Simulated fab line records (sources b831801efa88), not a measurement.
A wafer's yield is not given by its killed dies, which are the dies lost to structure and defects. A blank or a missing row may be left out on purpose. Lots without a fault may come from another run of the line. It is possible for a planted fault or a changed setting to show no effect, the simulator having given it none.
fab line records    flow sfq_line
record lots=6  wafers=18  last_day=79
route steps=325 shown M1@59
lots with no fault: from the same line, run without faults
start_h: hours from the record's first day to the start of the lot's first wafer shown    wait_h: hours since the lot's step before    " as in the row above    L1.1+2: one row covering several wafers at once    - no value present, or no start provided    * or withheld: withheld    < > ~ a bound
route shown NAME@n: names a module that has steps shown in the file, with the first one's number in the route    usual: mean/standard deviation taken from wafers without a fault    same: alike in all rows    chamber/n: place in a boat    sites: readings site by site    _std_site: the values' standard deviation    _edge_site: inner sites' mean taken away from outer sites' mean    radius_mm: how far each site lies from the wafer's centre    mask NAME#n: copy n    behind: tool/chamber where the wafer was last shaped    hold: the reason the lot was held/the length of the hold in hours/how it ended    device: names the non-switching transistor (n, p or np)    end of line: the same wafers' tests at the end of the route    step lacking rows: just its recipe    killed: not the wafer's yield, but the dies lost to structure and defects at the first sort    map: a wafer's dies, x killed, . not, _ none there
set.NAME: setting as actually run; set.NAME@STEP: the setting as run at that earlier step    model.NAME: the simulator's own value behind a step, which no gauge read
lots at some steps of the route; a table a step, a row a wafer
services: when a tool's chamber went out of use (start_h, in hours from the record's first day, below 0 if earlier), for how many hours, and the reason
## steps
# step SFQ_TRILAYER_M1_DEP_SPUTTER_037
# recipe material=Nb  base_pressure_pa=1.33e-06  chamber_pressure_pa=0.1333  substrate_temp_c=20  resputter_cathode_voltage_v=400  target_thk_nm=200  power_w=2000  time_s=133.3
# usual throttle_valve_pct=29.8/1.1
# same time_s=133.3
lot.wafer  tool            chamber  start_h  wait_h  throttle_valve_pct
L977.2     pvd_sputter-04  -        224.40   0.0     30.7
L977.5     "               -        "        "       30.9
L977.6     "               -        "        "       31.5
L978.2     pvd_sputter-03  -        228.00   0.0     30.1
L978.3     "               -        "        "       30.4
L978.4     "               -        "        "       28.9
L987.3     pvd_sputter-06  -        297.01   0.0     28.4
L987.5     "               -        "        "       28.2
L987.6     "               -        "        "       30.8
L988.3     pvd_sputter-06  -        301.21   0.0     28.5
L988.5     "               -        "        "       29.1
L988.6     "               -        "        "       31.1
L992.1     pvd_sputter-04  -        328.21   0.0     31.2
L992.3     "               -        "        "       30.8
L992.5     "               -        "        "       31.0
L993.3     pvd_sputter-03  -        332.01   0.0     30.4
L993.4     "               -        "        "       29.0
L993.6     "               -        "        "       30.1
# step SFQ_M1_RS_MEAS_909
# recipe thk_meas_gauge=four-point-probe  reads=Nb_of_TRILAYER_M1_DEP_SPUTTER_037
# usual M1_NB_RS=0.887/0.013
lot.wafer  tool           chamber  start_h  wait_h  M1_NB_RS[ohm/sq]
L977.2     film_metro-02  -        224.51   0.1     0.894
L977.5     "              -        "        "       0.893
L977.6     "              -        "        "       0.882
L978.2     film_metro-01  -        228.11   0.1     0.888
L978.3     "              -        "        "       0.889
L978.4     "              -        "        "       0.899
L987.3     film_metro-04  -        297.14   0.1     0.880
L987.5     "              -        "        "       0.876
L987.6     "              -        "        "       0.862
L988.3     film_metro-02  -        301.34   0.1     0.879
L988.5     "              -        "        "       0.888
L988.6     "              -        "        "       0.857
L992.1     film_metro-01  -        328.30   0.0     0.897
L992.3     "              -        "        "       0.901
L992.5     "              -        "        "       0.904
L993.3     film_metro-01  -        332.14   0.1     0.886
L993.4     "              -        "        "       0.889
L993.6     "              -        "        "       0.883
# step SFQ_TRILAYER_M1_LITHO_COAT_044
# recipe resist=BARC  spin_rpm=3000  resist_thk_nm=62
# step SFQ_TRILAYER_M1_LITHO_COAT_039
# recipe resist=KrF  spin_rpm=3000  resist_thk_nm=600
# step SFQ_TRILAYER_M1_LITHO_SOFTBAKE_043
# recipe temp_c=withheld  time_s=withheld  resist=KrF
# step SFQ_TRILAYER_M1_LITHO_EXPOSE_040
# recipe mask_id=M1  na=0.6  source_shape=conventional  sigma_outer=0.65  target_cd_nm=500  dose_mj=14.4
# step SFQ_TRILAYER_M1_LITHO_PEB_042
# recipe peb_temp_c=115  peb_time_s=60  resist=KrF
# step SFQ_TRILAYER_M1_LITHO_DEVELOP_041
# recipe time_s=60  resist=KrF
# step SFQ_M1_OVL_MEAS_911
# usual M1_OVL=1/5.2
lot.wafer  tool        chamber  start_h  wait_h  M1_OVL[nm]
L977.2     overlay-02  -        280.87   0.1     -3
L977.5     "           -        "        "       6
L977.6     "           -        "        "       0
L978.2     overlay-01  -        283.27   0.1     6
L978.3     "           -        "        "       4
L978.4     "           -        "        "       3
L987.3     overlay-01  -        357.23   0.1     6
L987.5     "           -        "        "       -3
L987.6     "           -        "        "       1
L988.3     overlay-02  -        360.83   0.1     -6
L988.5     "           -        "        "       -6
L988.6     "           -        "        "       -7
L992.1     overlay-01  -        391.24   0.1     1
L992.3     "           -        "        "       2
L992.5     "           -        "        "       -1
L993.3     overlay-02  -        393.66   0.1     9
L993.4     "           -        "        "       -4
L993.6     "           -        "        "       1
# step SFQ_TRILAYER_M1_BARC_OPEN_METAL_ETCH_054
# recipe mask_material=PR  chemistry=O2  target_depth_nm=125  target=BARC  icp_w=600  bias_w=80  pressure_mtorr=10  time_s=41.7
# usual drypump_motor_current_A=5.16/0.19  oes_product_au=0.685/0.0044
# same time_s=41.7
lot.wafer  tool          chamber  start_h  wait_h  drypump_motor_current_A  oes_product_au  rf_hours_counter_h
L977.2     rie_metal-03  0        280.90   0.0     5.31                     0.687           129
L977.5     "             0        "        "       5.32                     0.684           -
L977.6     "             1        "        "       5.41                     0.691           -
L978.2     rie_metal-03  0        283.30   0.0     5.28                     0.684           129
L978.3     "             1        "        "       5.42                     0.685           -
L978.4     "             0        "        "       5.29                     0.683           -
L987.3     rie_metal-04  1        357.27   0.0     4.82                     0.681           -
L987.5     "             0        "        "       5.06                     0.685           -
L987.6     "             1        "        "       4.85                     0.684           -
L988.3     rie_metal-03  1        360.87   0.0     5.43                     0.684           -
L988.5     "             0        "        "       5.30                     0.691           -
L988.6     "             1        "        "       5.41                     0.694           -
L992.1     rie_metal-03  0        391.27   0.0     5.29                     0.690           151
L992.3     "             0        "        "       5.30                     0.678           -
L992.5     "             1        "        "       5.38                     0.683           -
L993.3     rie_metal-04  1        393.71   0.0     4.89                     0.681           -
L993.4     "             0        "        "       5.05                     0.684           -
L993.6     "             0        "        "       5.07                     0.682           -
# step SFQ_TRILAYER_M1_ETCH_METAL_ETCH_042
# recipe target=Nb  stop_on=SiO2  mask_material=PR  chemistry=Cl2/Ar  target_depth_nm=240  icp_w=600  bias_w=80  pressure_mtorr=10  time_s=120
# usual drypump_motor_current_A=5.16/0.19  oes_product_au=0.895/0.0081
# same time_s=120
lot.wafer  tool          chamber  start_h  wait_h  drypump_motor_current_A  oes_product_au  rf_hours_counter_h
L977.2     rie_metal-03  0        280.96   0.0     5.32                     0.887           129
L977.5     "             0        "        "       5.31                     0.890           -
L977.6     "             1        "        "       5.41                     0.901           -
L978.2     rie_metal-03  0        283.36   0.0     5.32                     0.894           129
L978.3     "             1        "        "       5.39                     0.890           -
L978.4     "             0        "        "       5.31                     0.886           -
L987.3     rie_metal-04  1        357.35   0.1     4.87                     0.896           -
L987.5     "             0        "        "       5.07                     0.901           -
L987.6     "             1        "        "       4.87                     0.904           -
L988.3     rie_metal-03  1        360.95   0.1     5.41                     0.899           -
L988.5     "             0        "        "       5.30                     0.894           -
L988.6     "             1        "        "       5.41                     0.922           -
L992.1     rie_metal-03  0        391.33   0.0     5.31                     0.884           151
L992.3     "             0        "        "       5.31                     0.896           -
L992.5     "             1        "        "       5.44                     0.884           -
L993.3     rie_metal-04  1        393.79   0.1     4.88                     0.895           -
L993.4     "             0        "        "       5.05                     0.901           -
L993.6     "             0        "        "       5.05                     0.906           -
# step SFQ_TRILAYER_M1_STRIP_STRIP_043
# recipe gas=O2  power_w=200  platen_temp_c=40  overash_fraction=0.65  chemistry=O2  pressure_mtorr=50
# usual chamber_pressure_mTorr=50.00/0.045  drypump_motor_current_A=5.16/0.19  oes_product_au=1.006/0.011
lot.wafer  tool          chamber  start_h  wait_h  chamber_pressure_mTorr  drypump_motor_current_A  oes_product_au  rf_hours_counter_h
L977.2     rie_metal-03  0        281.08   0.1     50.00                   5.30                     0.994           129
L977.5     "             0        "        "       50.00                   5.32                     1.000           -
L977.6     "             1        "        "       49.95                   5.40                     1.014           -
L978.2     rie_metal-03  0        283.48   0.1     49.92                   5.30                     1.001           130
L978.3     "             1        "        "       50.01                   5.41                     1.005           -
L978.4     "             0        "        "       49.99                   5.29                     1.001           -
L987.3     rie_metal-04  1        357.63   0.2     50.05                   4.84                     0.993           -
L987.5     "             0        "        "       50.05                   5.07                     0.996           -
L987.6     "             1        "        "       49.92                   4.84                     0.994           -
L988.3     rie_metal-03  1        361.23   0.2     60.02                   5.41                     1.007           -
L988.5     "             0        "        "       59.94                   5.29                     0.991           -
L988.6     "             1        "        "       60.06                   5.41                     1.013           -
L992.1     rie_metal-03  0        391.46   0.1     60.01                   5.31                     0.994           151
L992.3     "             0        "        "       59.99                   5.29                     1.006           -
L992.5     "             1        "        "       59.98                   5.41                     1.000           -
L993.3     rie_metal-04  1        394.07   0.2     49.99                   4.85                     0.995           -
L993.4     "             0        "        "       49.96                   5.08                     1.003           -
L993.6     "             0        "        "       50.05                   5.06                     0.998           -
# step SFQ_TRILAYER_M1_STRIP_SOLV_CLEAN_044
# recipe chemistry=NMP  temp_c=70  time_s=600
## services
tool            chamber  start_h  hours  kind
pvd_sputter-04  -        231.56   3.4    repair
pvd_sputter-03  -        241.48   0.9    repair
rie_metal-04    -        271.44   0.1    repair
rie_metal-04    1        282.21   -      clean
rie_metal-04    1        282.21   18.3   scheduled_down
rie_metal-04    1        282.21   18.3   vent_cycle
pvd_sputter-06  -        284.31   1.8    repair
pvd_sputter-04  -        313.71   4.9    repair
rie_metal-03    -        325.92   2.1    repair
rie_metal-03    -        355.40   0.2    repair
pvd_sputter-04  -        382.56   5.6    repair
pvd_sputter-03  -        389.47   0.5    repair
## key
first_sign step=SFQ_TRILAYER_M1_STRIP_STRIP_043  reading=chamber_pressure_mTorr  direction=up  sigmas=99+  usual=50.00  struck=60.00
effect none on later readings
met_at SFQ_TRILAYER_M1_STRIP_STRIP_043
struck_wafers L988.3,L988.5,L988.6,L992.1,L992.3,L992.5
onset_between 283.48 361.23
fault kind=process_parameter_drift  tool=rie_metal-03  chamber=-  onset_h=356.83  steps=SFQ_TRILAYER_M1_STRIP_STRIP_043  channel=pressure_mtorr  offset=10  shape=step  end_h=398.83  acts_in=these_recipes_only  stated=50
